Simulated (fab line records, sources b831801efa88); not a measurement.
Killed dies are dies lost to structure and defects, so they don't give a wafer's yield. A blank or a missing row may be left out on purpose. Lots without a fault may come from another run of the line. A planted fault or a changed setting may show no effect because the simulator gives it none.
Which tool did it? | flow sky130 | 11 lots, 33 wafers sampled, at 5 steps of a route of 708

WHAT THE GAUGES READ, wafer by wafer
SKY_METAL2_THK_MEAS_06: measures by xrf.
lot  | measured     | on            | METAL2_ALCU_THK (nm)
L137 | day 34 17:41 | film_metro-04 | 262.7 261.4 261.6
L138 | day 35 10:38 | film_metro-03 | 263.4 261.0 260.8
L141 | day 36 13:08 | film_metro-04 | 259.9 264.4 260.4
L146 | day 37 18:18 | film_metro-01 | 273.8 275.0 270.2
L148 | day 38 02:50 | film_metro-01 | 271.3 275.4 276.7
L150 | day 38 16:05 | film_metro-04 | 261.4 258.3 260.5
L151 | day 39 06:22 | film_metro-04 | 256.5 257.2 256.4
L154 | day 40 01:34 | film_metro-04 | 260.6 263.7 261.7
L155 | day 40 14:26 | film_metro-01 | 257.3 260.9 257.0
L157 | day 40 23:59 | film_metro-01 | 258.4 264.8 264.0
L158 | day 41 05:10 | film_metro-01 | 264.5 260.7 264.0

SKY_METAL2_CD_MEAS_15: target cd 140 nm.
lot  | measured     | on        | cd_nm (nm)
L137 | day 35 19:34 | cd_sem-01 | 139.9 139.9 139.7
L138 | day 36 13:19 | cd_sem-02 | 140.0 140.0 141.0
L141 | day 37 14:16 | cd_sem-02 | 141.0 139.9 140.0
L146 | day 38 19:37 | cd_sem-01 | 139.7 140.3 140.5
L148 | day 39 04:18 | cd_sem-02 | 136.2 136.1 135.4
L150 | day 39 16:56 | cd_sem-02 | 138.4 140.1 140.9
L151 | day 40 07:35 | cd_sem-01 | 138.6 139.5 136.8
L154 | day 41 01:50 | cd_sem-01 | 138.2 138.7 138.7
L155 | day 41 15:23 | cd_sem-02 | 142.2 141.1 141.5
L157 | day 41 23:37 | cd_sem-02 | 139.1 138.9 140.5
L158 | day 42 05:02 | cd_sem-01 | 138.5 139.1 141.2

WHICH TOOL RAN EACH LOT (tool, then ch and the chambers of the sampled wafers, then the start)
lot  | SKY_VIA1_STRIP_16                    | SKY_VIA1_CVD_21               | SKY_METAL2_SPUTTER_04
L137 | plasma_asher-04 ch 0, day 34 15:59   | cvd_w-02 ch 1, day 34 16:47   | pvd_sputter-02, day 34 17:30
L138 | plasma_asher-03 ch 0,1, day 35 08:57 | cvd_w-01 ch 0,1, day 35 09:37 | pvd_sputter-03, day 35 10:28
L141 | plasma_asher-02 ch 0,1, day 36 11:38 | cvd_w-02 ch 0,1, day 36 12:17 | pvd_sputter-03, day 36 12:58
L146 | plasma_asher-02 ch 0,1, day 37 16:47 | cvd_w-02 ch 0,1, day 37 17:28 | pvd_sputter-03, day 37 18:08
L148 | plasma_asher-04 ch 0, day 38 01:19   | cvd_w-01 ch 0,1, day 38 02:00 | pvd_sputter-03, day 38 02:40
L150 | plasma_asher-04 ch 0,1, day 38 14:05 | cvd_w-02 ch 0, day 38 15:10   | pvd_sputter-02, day 38 15:56
L151 | plasma_asher-04 ch 0,1, day 39 04:46 | cvd_w-02 ch 0,1, day 39 05:27 | pvd_sputter-02, day 39 06:11
L154 | plasma_asher-02 ch 0,1, day 40 00:02 | cvd_w-02 ch 0,1, day 40 00:44 | pvd_sputter-02, day 40 01:23
L155 | plasma_asher-03 ch 0,1, day 40 12:56 | cvd_w-01 ch 0,1, day 40 13:35 | pvd_sputter-02, day 40 14:16
L157 | plasma_asher-02 ch 0,1, day 40 22:22 | cvd_w-01 ch 0, day 40 23:05   | pvd_sputter-01, day 40 23:48
L158 | plasma_asher-03 ch 0,1, day 41 03:41 | cvd_w-02 ch 0,1, day 41 04:21 | pvd_sputter-03, day 41 04:59
- SKY_VIA1_STRIP_16: strips in O2/N2.
- SKY_VIA1_CVD_21: deposits W, target thk 270 nm, time 80.902 s.
- SKY_METAL2_SPUTTER_04: material TiN, target thk 70 nm, time 58.3 s.

WHAT THE TOOLS THEMSELVES READ (means of the sampled wafers that have a number; where no wafer has one, the mark that the record gives instead)
SKY_VIA1_STRIP_16.
lot  | tool            | drypump_motor_current_A (A) | o2_flow_sccm (sccm) | oes_product_au (a.u.) | strip_time_to_endpoint_s (s)
L137 | plasma_asher-04 | 5.2                         | 3007                | 0.415                 | 4.445
L138 | plasma_asher-03 | 6.2                         | 3003                | 0.416                 | 4.455
L141 | plasma_asher-02 | 5.9                         | 2998                | 0.417                 | 4.452
L146 | plasma_asher-02 | 5.9                         | 2983                | 0.414                 | 4.475
L148 | plasma_asher-04 | 5.1                         | 2997                | 0.413                 | 4.468
L150 | plasma_asher-04 | 6.0                         | 2992                | 0.416                 | 4.456
L151 | plasma_asher-04 | 5.6                         | 2993                | 0.415                 | 4.442
L154 | plasma_asher-02 | 5.9                         | 3001                | 0.410                 | 4.445
L155 | plasma_asher-03 | 6.4                         | 2998                | 0.416                 | 4.447
L157 | plasma_asher-02 | 5.9                         | 3000                | 0.411                 | 4.430
L158 | plasma_asher-03 | 6.2                         | 3000                | 0.418                 | 4.471

SKY_VIA1_CVD_21.
lot  | tool     | heater_power_w (W)
L137 | cvd_w-02 | 955
L138 | cvd_w-01 | 856
L141 | cvd_w-02 | 916
L146 | cvd_w-02 | 902
L148 | cvd_w-01 | 835
L150 | cvd_w-02 | 854
L151 | cvd_w-02 | 875
L154 | cvd_w-02 | 873
L155 | cvd_w-01 | 787
L157 | cvd_w-01 | 830
L158 | cvd_w-02 | 881

SKY_METAL2_SPUTTER_04.
lot  | tool           | cathode_dc_power_W (W) | throttle_valve_pct (%)
L137 | pvd_sputter-02 | 6498.6                 | 30.2
L138 | pvd_sputter-03 | 6499.8                 | 29.6
L141 | pvd_sputter-03 | 6500.3                 | 29.5
L146 | pvd_sputter-03 | 6500.5                 | 29.7
L148 | pvd_sputter-03 | 6499.4                 | 29.7
L150 | pvd_sputter-02 | 6500.3                 | 30.5
L151 | pvd_sputter-02 | 6500.2                 | 30.1
L154 | pvd_sputter-02 | 6498.7                 | 30.1
L155 | pvd_sputter-02 | 6500.5                 | 30.4
L157 | pvd_sputter-01 | 6499.8                 | 31.1
L158 | pvd_sputter-03 | 6500.4                 | 29.9

THE ANSWER, worked out from the rows above alone
Rule: what is usual is taken from the lots themselves. Put in order of their means at a reading, lots are off if they are a third of the lots or fewer, leave a main group of 4 or more, and stand apart from it by a gap of 3 or more times the standard deviation of the main group's means; of several such gaps the widest counts. A main group whose means are all the same, to the digits that the tables above print for the reading, isn't used. A lot without any number at a reading at which 4 lots or more have one is off too. The other lots that the step has rows for count as sound. The gauges are gone through in route order, then the tools' own readings, and for those a lot's mean is taken as printed above. The first step at which some lot is off is used, and at that step the reading that is off furthest; a lot without a number counts as furthest.
Off: L146, L148, at SKY_METAL2_THK_MEAS_06 (METAL2_ALCU_THK). The main group: mean 260.9 nm, standard deviation 2.
A tool fits if, at a process step before that reading, it ran every lot that is off, and no sound lot after the first of them. The gauges at SKY_METAL2_THK_MEAS_06 are tried like those tools. None of those tried fits.

WHAT THE SIMULATOR HAD PUT IN
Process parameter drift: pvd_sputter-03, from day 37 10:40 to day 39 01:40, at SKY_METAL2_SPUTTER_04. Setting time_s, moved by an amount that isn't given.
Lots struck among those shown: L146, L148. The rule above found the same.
